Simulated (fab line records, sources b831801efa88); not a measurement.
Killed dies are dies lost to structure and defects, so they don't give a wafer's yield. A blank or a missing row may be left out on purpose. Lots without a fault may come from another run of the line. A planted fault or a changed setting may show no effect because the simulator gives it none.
Problem report in the 8D (eight disciplines) form, filled by code | flow gf180mcu | the parts of the form that need people (team, actions taken, sign-off) are left out

1. THE PROBLEM
exposure_dose_mJ_cm2 at GF_MVPSD_EXPOSE_04 reads a mean of 237.8 on 9 wafers of 3 lots; wafers without a fault read 260.0 with a standard deviation of 0.3. That is -74 standard deviations from the usual mean.
The step: exposes mask MVPSD, target cd 1000 nm.
First seen on wafer L789.1, day 5 15:10, on iline_stepper-01. The record holds 42 wafers of 14 lots with a number at this step. Rule for "out", or "out of limits": more than 4 standard deviations from the usual mean. The other wafers with a number count as sound.

2. WHAT IT IS AND WHAT IT IS NOT
question                    | is                     | is not
which readings at this step | exposure_dose_mJ_cm2   | -
which lots                  | L789, L790, L796       | L785, L786, L787, L788, L799, L803, L804, L805, L806, L807, L808
which wafers of those lots  | all that have a number | -
read on which tools         | iline_stepper-01       | iline_stepper-02
when                        | from day 5 15:10       | up to then (12 sound wafers); but 21 sound wafers of L799, L803, L804, L805, L806, L807, L808 came after

3. SUSPECTS, AND WHAT RULES EACH OUT
Counting: a tool at a process step up to the reading stays a suspect if it ran every lot that is out and no sound lot after the first of them.
- iline_stepper-01 at GF_MVPSD_EXPOSE_04 (exposes mask MVPSD, target cd 1000 nm): kept. It ran every lot that is out, first L789 (day 5 15:10), and no sound lot after that; its last sound lot up to then is L788 (day 5 10:22). Its own readings are out on those wafers: exposure_dose_mJ_cm2.
Left after counting: iline_stepper-01 at GF_MVPSD_EXPOSE_04.

4. THE CAUSE (what the simulator had put in)
Process parameter drift: iline_stepper-01, from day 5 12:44 on, at GF_MVPSD_EXPOSE_04. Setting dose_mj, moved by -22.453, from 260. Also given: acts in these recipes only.
Counting left only this tool.

5. THE CHAIN OF EFFECTS, in route order
Each row: a reading whose mean over the struck wafers that have a number lies more than 3 standard deviations from the usual. Only readings for which the record gives a usual standard deviation are gone through. hours: the time from each lot's start at the first step in this table that gives one to its start at this step, as a median over the lots. sigmas: the change in usual standard deviations.
hours | step               | reading              | usual | on struck wafers | change | sigmas
0     | GF_MVPSD_EXPOSE_04 | exposure_dose_mJ_cm2 | 260.0 | 237.8            | -22.2  | -74
The process steps in it:
- GF_MVPSD_EXPOSE_04: exposes mask MVPSD, target cd 1000 nm.
Later measuring or inspecting steps at which every struck wafer that the step has a row for has a number for every such reading, and none has moved that far: GF_M1_OVL_MEAS_15, GF_V2_OVL_MEAS_15.

6. WHAT WOULD HAVE CAUGHT IT SOONER
In this record the first reading out of limits was taken at day 5 15:10, 2 hours after the fault began at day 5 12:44.
